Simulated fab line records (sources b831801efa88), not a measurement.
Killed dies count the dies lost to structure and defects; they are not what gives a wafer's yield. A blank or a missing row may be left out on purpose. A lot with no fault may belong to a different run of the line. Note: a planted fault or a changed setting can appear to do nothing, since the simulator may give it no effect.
fab line records | flow sky130
record: lots: 7 | wafers: 21 | last_day: 50
route steps=708 shown VIA4@645 PAD_OPEN@708
lots that met no fault: from a run of the same line without faults
start_h: hours from the record's first day to the start of the lot's first wafer shown | wait_h: hours elapsed since this lot's preceding step | " unchanged from the row above | L1.1+2: a single row standing in for several wafers | - value missing, or start not given | * or withheld: withheld | < > ~ a bound
route shown NAME@n: names a module that has steps shown in the file, with the first one's number in the route | usual: mean/standard deviation taken from wafers without a fault | same: alike in all rows | chamber/n: place in a boat | sites: readings site by site | _std_site: standard deviation of those values | _edge_site: inner sites' mean taken away from outer sites' mean | radius_mm: how far each site lies from the wafer's centre | mask NAME#n: copy n | behind: the tool/chamber that last shaped the wafer | hold: cause of the lot's hold/its duration in hours/its outcome | device: the transistor (n, p or np) that didn't switch | end of line: at the end of the route, the tests of the same wafers | where a step has no rows: the recipe by itself | killed: dies lost to structure and defects at the first sort, not the wafer's yield | map: dies across one wafer; x = killed, . = not, _ = none there
set.NAME: setting as actually run; set.NAME@STEP: the setting as run at that earlier step | model.NAME: the simulator's own value behind a step, which no gauge read
lots at some steps of the route; a table a step, a row a wafer
services: a tool's chamber out of use, with start hour (start_h, from the record's first day; less than 0 if before it), hours out, and reason
== steps ==
step: SKY_VIA4_COAT_06
recipe: resist: NOVOLAK | spin_rpm: 3000 | resist_thk_nm: 1140
step: SKY_VIA4_SOFTBAKE_07
recipe: temp_c: 90 | time_s: 60 | resist: NOVOLAK
step: SKY_VIA4_EXPOSE_08
recipe: mask_id: VIM4 | na: 0.6 | source_shape: conventional | sigma_outer: 0.6 | polarization: unpolarized | target_cd_nm: 800 | dose_mj: 132
step: SKY_VIA4_PEB_09
recipe: temp_c: withheld | time_s: * | resist: NOVOLAK
step: SKY_VIA4_DEVELOP_10
recipe: resist: NOVOLAK | developer: TMAH | develop_time_s: 60 | dev_temp_c: 23
step: SKY_VIA4_OVL_MEAS_11
usual: VIA4_OVL: -0.3/1.3
lot.wafer | tool       | chamber | start_h | wait_h | VIA4_OVL[nm]
L894.2    | overlay-01 | -       | 1011.69 | 0.1    | -1.1
L894.3    | "          | -       | "       | "      | 0.6
L894.5    | "          | -       | "       | "      | -1.1
L896.1    | overlay-02 | -       | 1026.39 | 0.1    | -0.2
L896.4    | "          | -       | "       | "      | 0.5
L896.6    | "          | -       | "       | "      | 0.3
L897.2    | overlay-01 | -       | 1040.33 | 0.1    | -0.4
L897.3    | "          | -       | "       | "      | -1.9
L897.6    | "          | -       | "       | "      | -2.7
L900.2    | overlay-02 | -       | 1063.08 | 0.1    | -3.5
L900.4    | "          | -       | "       | "      | 0.0
L900.6    | "          | -       | "       | "      | -0.9
L905.1    | overlay-02 | -       | 1086.59 | 0.1    | -2.8
L905.2    | "          | -       | "       | "      | -1.8
L905.3    | "          | -       | "       | "      | -0.1
L911.1    | overlay-01 | -       | 1126.90 | 0.1    | -0.3
L911.2    | "          | -       | "       | "      | -0.9
L911.4    | "          | -       | "       | "      | 0.4
L916.3    | overlay-01 | -       | 1148.08 | 0.1    | -2.5
L916.5    | "          | -       | "       | "      | -1.7
L916.6    | "          | -       | "       | "      | -2.7
step: SKY_VIA4_ETCH_12
recipe: target: SiO2 | chemistry: C4F8/O2/Ar | stop_on: TiN | mask_material: NOVOLAK | source_w: 1500 | bias_w: 1200 | pressure_mtorr: 40 | c4f8_flow_sccm: withheld | O2_flow_sccm: 6 | Ar_flow_sccm: 300 | time_s: withheld | target_depth_a: 5800
usual: oes_product_au: 0.926/0.0046 | rf_fwd_power_W: 1490/4.5
lot.wafer | tool        | chamber | start_h | wait_h | oes_product_au | rf_fwd_power_W
L894.2    | rie_diel-03 | 2       | 1011.72 | 0.0    | 0.925          | 1496
L894.3    | "           | 1       | "       | "      | 0.921          | 1487
L894.5    | "           | 0       | "       | "      | 0.921          | 1487
L896.1    | rie_diel-02 | 1       | 1026.42 | 0.0    | 0.922          | 1492
L896.4    | "           | 1       | "       | "      | 0.932          | 1490
L896.6    | "           | 2       | "       | "      | 0.926          | 1494
L897.2    | rie_diel-04 | 2       | 1040.36 | 0.0    | 0.929          | 1486
L897.3    | "           | 3       | "       | "      | 0.924          | 1486
L897.6    | "           | 3       | "       | "      | 0.916          | 1484
L900.2    | rie_diel-03 | 3       | 1063.11 | 0.0    | 0.918          | 1494
L900.4    | "           | 1       | "       | "      | 0.923          | 1480
L900.6    | "           | 1       | "       | "      | 0.924          | 1485
L905.1    | rie_diel-02 | 3       | 1086.62 | 0.0    | 0.928          | 1489
L905.2    | "           | 0       | "       | "      | 0.936          | 1485
L905.3    | "           | 1       | "       | "      | 0.924          | 1491
L911.1    | rie_diel-04 | 1       | 1126.94 | 0.0    | 0.927          | 1489
L911.2    | "           | 2       | "       | "      | 0.924          | 1495
L911.4    | "           | 3       | "       | "      | 0.919          | 1495
L916.3    | rie_diel-03 | 2       | 1148.11 | 0.0    | 0.918          | 1489
L916.5    | "           | 0       | "       | "      | 0.922          | 1493
L916.6    | "           | 1       | "       | "      | 0.924          | 1483
step: SKY_VIA4_STRIP_13
recipe: chemistry: O2/N2 | power_w: 1400 | pressure_mtorr: 1500 | platen_temp_c: withheld | o2_flow_sccm: 3000 | n2_flow_sccm: 300 | overash_fraction: 0.5
usual: drypump_motor_current_A: 5.5/0.6 | oes_product_au: 0.710/0.0046 | strip_time_to_endpoint_s: 12.806/0.026
lot.wafer | tool            | chamber | start_h | wait_h | drypump_motor_current_A | oes_product_au | rf_hours_counter_h | strip_time_to_endpoint_s
L894.2    | plasma_asher-03 | 0       | 1011.80 | -      | 5.7                     | 0.709          | 119                | 12.821
L894.3    | "               | 1       | "       | "      | 6.2                     | 0.713          | -                  | 12.792
L894.5    | "               | 0       | "       | "      | 5.7                     | 0.710          | -                  | 12.853
L896.1    | plasma_asher-03 | 1       | 1026.50 | -      | 6.2                     | 0.707          | 121                | 12.815
L896.4    | "               | 0       | "       | "      | 5.7                     | 0.706          | -                  | 12.799
L896.6    | "               | 1       | "       | "      | 6.2                     | 0.710          | -                  | 12.813
L897.2    | plasma_asher-04 | 1       | 1040.43 | -      | 4.9                     | 0.712          | 65                 | 12.781
L897.3    | "               | 1       | "       | "      | 4.9                     | 0.718          | -                  | 12.816
L897.6    | "               | 1       | "       | "      | 4.9                     | 0.713          | -                  | 12.832
L900.2    | plasma_asher-04 | 1       | 1063.18 | -      | 4.8                     | 0.711          | 68                 | 12.824
L900.4    | "               | 0       | "       | "      | 6.4                     | 0.716          | -                  | 12.776
L900.6    | "               | 1       | "       | "      | 4.9                     | 0.712          | -                  | 12.760
L905.1    | plasma_asher-04 | 0       | 1086.70 | -      | 6.4                     | 0.701          | 70                 | 12.792
L905.2    | "               | 1       | "       | "      | 4.8                     | 0.712          | 70                 | 12.799
L905.3    | "               | 1       | "       | "      | 4.9                     | 0.710          | -                  | 12.809
L911.1    | plasma_asher-02 | 1       | 1127.01 | -      | 5.0                     | 0.712          | 31                 | 12.826
L911.2    | "               | 0       | "       | "      | 5.2                     | 0.716          | 31                 | 12.776
L911.4    | "               | 1       | "       | "      | 5.0                     | 0.712          | -                  | 12.770
L916.3    | plasma_asher-03 | 0       | 1148.21 | -      | 5.7                     | 0.706          | -                  | 12.808
L916.5    | "               | 1       | "       | "      | 6.2                     | 0.712          | -                  | 12.830
L916.6    | "               | 0       | "       | "      | 5.7                     | 0.706          | -                  | 12.798
step: SKY_VIA4_STRIP_14
recipe: chemistry: post_etch_residue_remover | time_s: 1200 | temp_c: 72.5
step: SKY_VIA4_CLEAN_15
recipe: chemistry: IPA | time_s: 180 | temp_c: 25
step: SKY_VIA4_CLEAN_16
recipe: chemistry: O3/DIW | dry: n2_spin
step: SKY_VIA4_SPUTTER_17
recipe: material: TiN | target_thk_nm: 20 | chamber_pressure_pa: 5 | power_w: 4000 | time_s: 80
usual: throttle_valve_pct: 30.5/0.81
same: time_s: 80
lot.wafer | tool           | chamber | start_h | wait_h | throttle_valve_pct
L894.2    | pvd_sputter-02 | -       | 1012.39 | 0.0    | 29.2
L894.3    | "              | -       | "       | "      | 30.5
L894.5    | "              | -       | "       | "      | 30.3
L896.1    | pvd_sputter-03 | -       | 1027.09 | 0.0    | 31.2
L896.4    | "              | -       | "       | "      | 30.1
L896.6    | "              | -       | "       | "      | 30.4
L897.2    | pvd_sputter-02 | -       | 1041.02 | 0.0    | 31.2
L897.3    | "              | -       | "       | "      | 31.8
L897.6    | "              | -       | "       | "      | 29.2
L900.2    | pvd_sputter-02 | -       | 1063.81 | 0.0    | 29.3
L900.4    | "              | -       | "       | "      | 30.6
L900.6    | "              | -       | "       | "      | 31.5
L905.1    | pvd_sputter-02 | -       | 1087.29 | 0.0    | 31.7
L905.2    | "              | -       | "       | "      | 29.4
L905.3    | "              | -       | "       | "      | 31.5
L911.1    | pvd_sputter-02 | -       | 1127.60 | 0.0    | 31.5
L911.2    | "              | -       | "       | "      | 31.7
L911.4    | "              | -       | "       | "      | 29.0
L916.3    | pvd_sputter-03 | -       | 1148.77 | 0.0    | 29.9
L916.5    | "              | -       | "       | "      | 29.6
L916.6    | "              | -       | "       | "      | 29.9
step: SKY_VIA4_CVD_18
recipe: material: W | target_thk_nm: 505 | time_s: 152.14 | temp_c: 400 | pressure_torr: 40
usual: chamber_pressure_Torr: 40.00/0.088 | heater_power_w: 923/100
same: time_s: 152.14
lot.wafer | tool     | chamber | start_h | wait_h | chamber_pressure_Torr | heater_power_w
L894.2    | cvd_w-02 | 1       | 1012.46 | 0.0    | 40.17                 | 934
L894.3    | "        | 1       | "       | "      | 40.01                 | 931
L894.5    | "        | 0       | "       | "      | 39.98                 | 973
L896.1    | cvd_w-02 | 1       | 1027.15 | 0.0    | 40.16                 | 917
L896.4    | "        | 1       | "       | "      | 40.04                 | 949
L896.6    | "        | 0       | "       | "      | 39.89                 | 1010
L896.1    | cvd_w-02 | 1       | 1027.47 | 0.3    | 39.97                 | 939
L896.4    | "        | 1       | "       | "      | 40.18                 | 919
L896.6    | "        | 0       | "       | "      | 40.11                 | 991
L897.2    | cvd_w-01 | 1       | 1041.09 | 0.0    | 40.04                 | 987
L897.3    | "        | 0       | "       | "      | 40.10                 | 755
L897.6    | "        | 1       | "       | "      | 40.05                 | 1009
L900.2    | cvd_w-02 | 0       | 1063.88 | 0.0    | 40.14                 | 997
L900.4    | "        | 1       | "       | "      | 40.12                 | 932
L900.6    | "        | 0       | "       | "      | 40.12                 | 1015
L900.2    | cvd_w-02 | 0       | 1064.19 | 0.3    | 39.90                 | 1003
L900.4    | "        | 1       | "       | "      | 39.92                 | 909
L900.6    | "        | 0       | "       | "      | 39.99                 | 1023
L905.1    | cvd_w-01 | 1       | 1087.35 | 0.0    | 39.98                 | 989
L905.2    | "        | 0       | "       | "      | 39.94                 | 770
L905.3    | "        | 0       | "       | "      | 40.10                 | 776
L905.1    | cvd_w-01 | 1       | 1087.67 | 0.3    | 40.07                 | 1003
L905.2    | "        | 0       | "       | "      | 40.04                 | 761
L905.3    | "        | 0       | "       | "      | 39.91                 | 750
L911.1    | cvd_w-02 | 1       | 1127.66 | 0.0    | 40.00                 | 952
L911.2    | "        | 0       | "       | "      | 40.09                 | 997
L911.4    | "        | 1       | "       | "      | 40.05                 | 925
L916.3    | cvd_w-02 | 1       | 1148.88 | 0.1    | 39.90                 | 945
L916.5    | "        | 0       | "       | "      | 39.89                 | 997
L916.6    | "        | 1       | "       | "      | 39.84                 | 931
step: SKY_VIA4_RS_MEAS_19
recipe: thk_meas_gauge: four-point-probe | reads: W_of_VIA4_CVD_18+TiN_of_VIA4_SPUTTER_17
usual: VIA4_W_RS: 0.227/0.0043
lot.wafer | tool          | chamber | start_h | wait_h | VIA4_W_RS[ohm/sq]
L894.2    | film_metro-02 | -       | 1012.63 | 0.1    | 0.219
L894.3    | "             | -       | "       | "      | 0.219
L894.5    | "             | -       | "       | "      | 0.226
L896.1    | film_metro-04 | -       | 1027.62 | 0.1    | 0.109
L896.4    | "             | -       | "       | "      | 0.109
L896.6    | "             | -       | "       | "      | 0.113
L896.1    | film_metro-04 | -       | 1027.91 | 0.3    | 0.109
L896.4    | "             | -       | "       | "      | 0.108
L896.6    | "             | -       | "       | "      | 0.113
L897.2    | film_metro-03 | -       | 1041.26 | 0.1    | 0.231
L897.3    | "             | -       | "       | "      | 0.232
L897.6    | "             | -       | "       | "      | 0.229
L900.2    | film_metro-02 | -       | 1064.37 | 0.1    | 0.114
L900.4    | "             | -       | "       | "      | 0.110
L900.6    | "             | -       | "       | "      | 0.113
L900.2    | film_metro-02 | -       | 1064.65 | 0.3    | 0.114
L900.4    | "             | -       | "       | "      | 0.110
L900.6    | "             | -       | "       | "      | 0.113
L905.1    | film_metro-03 | -       | 1087.82 | 0.1    | 0.114
L905.2    | "             | -       | "       | "      | 0.115
L905.3    | "             | -       | "       | "      | 0.114
L905.1    | film_metro-03 | -       | 1088.11 | 0.3    | 0.114
L905.2    | "             | -       | "       | "      | 0.115
L905.3    | "             | -       | "       | "      | 0.113
L911.1    | film_metro-03 | -       | 1127.82 | 0.1    | 0.220
L911.2    | "             | -       | "       | "      | 0.228
L911.4    | "             | -       | "       | "      | 0.220
L916.3    | film_metro-03 | -       | 1149.02 | 0.1    | 0.221
L916.5    | "             | -       | "       | "      | 0.231
L916.6    | "             | -       | "       | "      | 0.217
step: SKY_PAD_OPEN_PROBE_99
usual: defect_limited_yield: 82.3/2 | killed_at_M0_to_M3: 45/7.5 | killed_at_M4_up: 3.2/1.8 | killed_at_contacts: 24/4.9 | killed_at_front_end: 15/4.4 | killed_at_other: 0.3/0.54 | killed_dies: 87/9.8 | killed_open: 47/6.4 | killed_short: 40/6.5 | sort_bin_3_pad_short: 0.9/0.44 | sort_bin_5_function: 10.5/1.5 | sort_bin_6_memory: 6.3/1.2 | sort_n_pass: 405/9.8 | sort_yield_pct: 82.3/2
same: gross_dies: 492 | killed_at_back_side: 0 | sort_bin_4_leakage[%]: 0 | sort_bin_8_speed[%]: 0
lot.wafer | tool      | chamber | start_h | wait_h | defect_limited_yield[%] | killed_at_M0_to_M3 | killed_at_M4_up | killed_at_contacts | killed_at_front_end | killed_at_other | killed_dies | killed_open | killed_short | sort_bin_3_pad_short[%] | sort_bin_5_function[%] | sort_bin_6_memory[%] | sort_n_pass | sort_yield_pct[%]
L894.2    | prober-01 | -       | 1083.16 | 0.1    | 84.1                    | 34                 | 0               | 25                 | 19                  | 0               | 78          | 35          | 43           | 1.6                     | 8.9                    | 5.3                  | 414         | 84.1
L894.3    | prober-01 | -       | 1083.21 | 0.2    | 83.3                    | 43                 | 5               | 23                 | 11                  | 0               | 82          | 45          | 37           | 1.2                     | 9.6                    | 5.9                  | 410         | 83.3
L894.5    | prober-01 | -       | 1083.31 | 0.2    | 81.7                    | 47                 | 3               | 20                 | 20                  | 0               | 90          | 52          | 38           | 1.4                     | 11.0                   | 5.9                  | 402         | 81.7
L897.2    | prober-01 | -       | 1108.36 | 0.1    | 85.6                    | 36                 | 4               | 20                 | 11                  | 0               | 71          | 43          | 28           | 0.2                     | 9.6                    | 4.7                  | 421         | 85.6
L897.3    | prober-01 | -       | 1108.41 | 0.2    | 81.1                    | 45                 | 4               | 29                 | 13                  | 2               | 93          | 52          | 41           | 1.6                     | 10.2                   | 7.1                  | 399         | 81.1
L897.6    | prober-01 | -       | 1108.56 | 0.2    | 83.3                    | 45                 | 5               | 21                 | 11                  | 0               | 82          | 43          | 39           | 0.6                     | 11.0                   | 5.1                  | 410         | 83.3
killed by level:class
L894.2 CONTACT:geometric_particle:short=8 CONTACT:geometric_particle:open=8 VIA1:geometric_particle:open=7 FIELD_ISO:geometric_particle:open=6 METAL1:geometric_particle:short=6 METAL2:geometric_particle:short=5 VIA2:geometric_particle:open=5 FIELD_ISO:geometric_particle:short=4
L894.3 VIA1:geometric_particle:open=14 CONTACT:geometric_particle:open=12 VIA1:geometric_particle:short=8 METAL2:geometric_particle:short=6 LI_CONTACT:geometric_particle:open=5 FIELD_ISO:geometric_particle:short=4 VIA2:geometric_particle:open=4 VIA3:geometric_particle:open=4
L894.5 VIA2:geometric_particle:open=10 VIA3:geometric_particle:open=9 VIA1:geometric_particle:open=8 FIELD_ISO:geometric_particle:short=7 CONTACT:geometric_particle:open=7 FIELD_ISO:geometric_particle:open=5 VIA1:geometric_particle:short=5 LI_CONTACT:geometric_particle:short=4
L897.2 CONTACT:geometric_particle:open=8 VIA1:geometric_particle:open=8 VIA3:geometric_particle:open=6 LI_CONTACT:geometric_particle:short=5 VIA2:geometric_particle:open=5 VIA1:geometric_particle:short=5 LI_CONTACT:geometric_particle:open=4 FIELD_ISO:geometric_particle:open=3
L897.3 VIA1:geometric_particle:open=11 LI_CONTACT:geometric_particle:open=9 CONTACT:geometric_particle:open=9 VIA3:geometric_particle:open=8 VIA2:geometric_particle:open=7 METAL1:geometric_particle:short=6 LOCAL_INTERCONNECT:geometric_particle:short=5 VIA1:geometric_particle:short=5
L897.6 VIA2:geometric_particle:open=9 VIA1:geometric_particle:open=8 METAL2:geometric_particle:short=8 CONTACT:geometric_particle:open=7 METAL1:geometric_particle:short=7 VIA3:geometric_particle:open=7 LOCAL_INTERCONNECT:geometric_particle:short=6 FIELD_ISO:geometric_particle:short=5
== services ==
tool            | chamber | start_h | hours | kind
rie_diel-02     | 2       | 990.90  | 2.8   | repair
pvd_sputter-03  | -       | 996.32  | 3.9   | repair
rie_diel-02     | -       | 1004.23 | 1.1   | repair
cvd_w-01        | -       | 1005.71 | 6.9   | pm
rie_diel-04     | 3       | 1008.17 | 2.9   | repair
rie_diel-02     | 3       | 1016.16 | 10.6  | repair
plasma_asher-02 | -       | 1016.98 | 9.5   | repair
pvd_sputter-03  | -       | 1021.40 | 2.0   | repair
rie_diel-04     | 1       | 1028.47 | 16.6  | repair
rie_diel-04     | 0       | 1036.58 | 1.6   | repair
rie_diel-03     | 3       | 1044.54 | 8.5   | repair
plasma_asher-03 | -       | 1055.25 | 9.0   | pm
plasma_asher-03 | -       | 1056.17 | 1.4   | repair
rie_diel-02     | 1       | 1057.85 | 10.4  | repair
pvd_sputter-02  | 1       | 1065.85 | -     | consumable_replace:kit
pvd_sputter-02  | 1       | 1065.85 | 18.0  | scheduled_down
plasma_asher-02 | -       | 1077.56 | 1.5   | repair
pvd_sputter-03  | -       | 1091.30 | 2.6   | repair
cvd_w-02        | 0       | 1096.99 | 1.4   | repair
plasma_asher-04 | -       | 1098.30 | 3.9   | repair
rie_diel-02     | 0       | 1105.48 | 2.4   | repair
cvd_w-02        | -       | 1109.26 | 1.2   | repair
cvd_w-01        | 1       | 1140.33 | 12.8  | repair
plasma_asher-02 | -       | 1146.72 | 2.8   | pm
== key ==
first_sign: step: SKY_VIA4_CVD_18 | reading: visit | direction: added
effect: step: SKY_VIA4_RS_MEAS_19 | reading: visit | direction: added
effect: step: SKY_VIA4_RS_MEAS_19 | reading: VIA4_W_RS | direction: down | sigmas: 26 | usual: 0.227 | struck: 0.112
met_at SKY_VIA4_CVD_18
struck_wafers L896.1,L896.4,L896.6,L900.2,L900.4,L900.6,L905.1,L905.2,L905.3
scrapped_behind SKY_VIA4_RS_MEAS_19 L896.1,L896.4,L896.6,L900.2,L900.4,L900.6,L905.1,L905.2,L905.3
fault: kind: repeated_step_whole | tool: cvd_w-01,cvd_w-02 | chamber: - | onset_h: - | steps: SKY_VIA4_CVD_18 | times: 1 | scope: struck_lots_only
